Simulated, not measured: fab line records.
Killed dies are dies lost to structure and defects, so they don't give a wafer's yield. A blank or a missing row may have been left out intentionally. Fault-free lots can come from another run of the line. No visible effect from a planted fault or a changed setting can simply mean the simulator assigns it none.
Which of the tools did it? | flow sky130 | 7 lots with 21 wafers sampled at 2 steps, on a route of 708 steps

## WHAT THE GAUGES SHOWED, per wafer
SKY_METAL5_RS_MEAS_05: a four-point-probe measurement.
lot  | measured     | on            | METAL5_ALCU_RS (ohm/sq)
L253 | day 42 22:07 | film-metro-04 | 0.0277 0.0274 0.0269
L257 | day 44 05:35 | film-metro-02 | 0.0273 0.0274 0.0274
L258 | day 46 09:51 | film-metro-02 | 0.0275 0.0273 0.0269
L263 | day 46 14:55 | film-metro-04 | 0.0269 0.0265 0.0259
L267 | day 46 17:23 | film-metro-02 | 0.0272 0.0263 0.0270
L272 | day 47 18:13 | film-metro-02 | 0.0273 0.0277 0.0271
L274 | day 49 02:11 | film-metro-01 | 0.0267 0.0271 0.0271

## EACH LOT AND THE TOOL THAT RAN IT (in order: tool; ch and the chambers of the sampled wafers; start)
lot  | SKY_METAL4_DESCUM_15
L253 | rie-metal-03 ch 1, day 41 19:28
L257 | rie-metal-01 ch 0,1, day 43 03:38
L258 | rie-metal-01 ch 0, day 45 10:24
L263 | rie-metal-02 ch 1, day 45 14:02
L267 | rie-metal-02 ch 1, day 45 17:43
L272 | rie-metal-02 ch 1, day 46 18:26
L274 | rie-metal-03 ch 0,1, day 48 04:07
- SKY_METAL4_DESCUM_15: chemistry O2, time 8 s.

## THE ANSWER, worked out from the rows above alone
Rule: the lots themselves supply what counts as usual. Put in order of their means at a reading, lots are off if they are a third of the lots or fewer, leave a main group of 4 or more, and stand apart from it by a gap of 3 or more times the standard deviation of the main group's means; of several such gaps the widest counts. A main group whose means are all the same, to the digits that the tables above print for the reading, isn't used. A lot without any number at a reading at which 4 lots or more have one is off too. Any other lot the step has rows for is counted as sound.
Nothing can be told from this: no lot is off at any reading shown.

## WHAT THE SIMULATOR HAD INSERTED
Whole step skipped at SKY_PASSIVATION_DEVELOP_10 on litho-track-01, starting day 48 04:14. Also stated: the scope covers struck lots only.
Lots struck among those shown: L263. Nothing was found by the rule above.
